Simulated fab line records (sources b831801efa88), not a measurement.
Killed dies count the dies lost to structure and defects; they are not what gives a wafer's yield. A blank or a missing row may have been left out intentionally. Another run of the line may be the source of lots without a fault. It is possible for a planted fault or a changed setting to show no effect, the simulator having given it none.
One fault through the eyes of 2 desks	flow sky130	only its own numbers are on each desk; what lay behind them is given at the end

== FROM THE METROLOGY DESK ==
Lot by lot, what the gauges showed, no matter which tool ran the lot: averages of those sampled wafers that carry a number. If a lot's mean is further than 4 standard deviations from the usual mean, the lot is out of limits and carries the mark OUT (the distance appears in the brackets).
Columns: A = LI_CONTACT_W_THK at SKY_LI_CONTACT_THK_MEAS_23, usual 389 nm
lot	first seen here	A
L690	day 29 12:56	397
L691	day 29 18:54	383
L693	day 30 15:49	382
L694	day 31 00:47	387
L695	day 31 03:26	392
L696	day 31 21:34	393
L698	day 32 04:16	396
L699	day 32 22:25	388
L702	day 33 10:57	384
L704	day 34 03:32	388
L709	day 35 17:17	384
L711	day 35 22:17	394
L712	day 36 05:42	399
Result from this desk: across the 13 lots, nothing is out of limits.

== THE TOOL OWNER'S DESK: pvd sputter-03 ==
The tool's own readings at SKY_LI_CONTACT_SPUTTER_20 (material TiN, target thk 20 nm, time 80 s): means of the sampled wafers that have a number, for each lot that ran on this tool. If a lot's mean is further than 4 standard deviations from the usual mean, the lot is out of limits and carries the mark OUT (the distance appears in the brackets).
Columns: A = chamber pressure pa at SKY_LI_CONTACT_SPUTTER_20, usual 5.001 Pa; B = throttle valve pct at SKY_LI_CONTACT_SPUTTER_20, usual 30.2 %
lot	first seen here	A	B
L690	day 29 12:34	4.998	29.1
L691	day 29 18:34	4.999	29.3
L694	day 31 00:29	5.012	29.2
L695	day 31 03:07	4.998	29.2
L699	day 32 22:06	4.994	28.7
L704	day 34 03:13	5.052 (+5.1) OUT	29.3
This desk finds L704 out of limits, L704 being first, at day 34 03:13 (chamber pressure pa at SKY_LI_CONTACT_SPUTTER_20). L690, L691, L694, L695, L699 stayed within limits.

== TAKEN TOGETHER ==
The tool owner's desk had the chance to raise an alarm at day 34 03:13 on L704.
The metrology desk saw nothing out of limits.
The metrology desk holds a record of L704, inside its limits.
SKY_LI_CONTACT_SPUTTER_20 was run on pvd sputter-03 by each of the lots named.

== WHAT THE SIMULATOR HAD INSERTED ==
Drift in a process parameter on pvd sputter-03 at SKY_LI_CONTACT_SPUTTER_20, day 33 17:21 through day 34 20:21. From 5, the setting chamber pressure pa moved by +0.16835. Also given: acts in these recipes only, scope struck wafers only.
Struck lots among those shown: L704.
Hours from the fault's start to each desk's first reading out of limits: the tool owner's desk, 10.
